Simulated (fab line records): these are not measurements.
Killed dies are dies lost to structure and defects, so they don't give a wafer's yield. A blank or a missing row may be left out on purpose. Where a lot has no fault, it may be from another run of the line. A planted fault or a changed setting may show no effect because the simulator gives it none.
Chamber matching	flow gf180mcu	rie diel-04 running GF_M5_ETCH_09: 4 sister chambers
The step etches Si3N4 in CF4/O2, target depth 52 nm, time 11.6 s. 4 wafers are shown with their chamber, then 7 later ones without.

== WAFERS, EACH WITH ITS CHAMBER ==
wafer	chamber	drypump motor current A (A)
L478.1	1	6.1
L478.3	0	5.4
L480.1	3	5.0
L480.2	2	6.2

== WAFERS WITH NO CHAMBER GIVEN ==
wafer	drypump motor current A (A)
L480.4	5.4
L487.2	5.0
L487.4	6.0
L487.5	5.4
L490.3	5.4
L490.4	6.2
L490.6	6.1

== WHICH CHAMBER EACH WENT THROUGH ==
wafer	from the rows above	in truth
L480.4	0	0
L487.2	3	3
L487.4	1	1
L487.5	0	0
L490.3	0	0
L490.4	2	2
L490.6	1	1
Placed correctly: 7 of 7. Can't be placed from these rows: 0. Placed wrongly: 0.
How it was worked out, from the rows above alone: a wafer's distance from a chamber is the root of the sum, over the readings, of the square of ((its reading less the chamber's mean) divided by the reading's scatter). If the next closest chamber is less than 2 further off than the closest, the wafer can't be placed; otherwise it belongs to the closest. For every chamber, the mean is computed from those of its wafers that are shown. The scatter: with one shown wafer a chamber, the root of the mean of the squares of how far each hidden wafer lies from its nearest shown one.
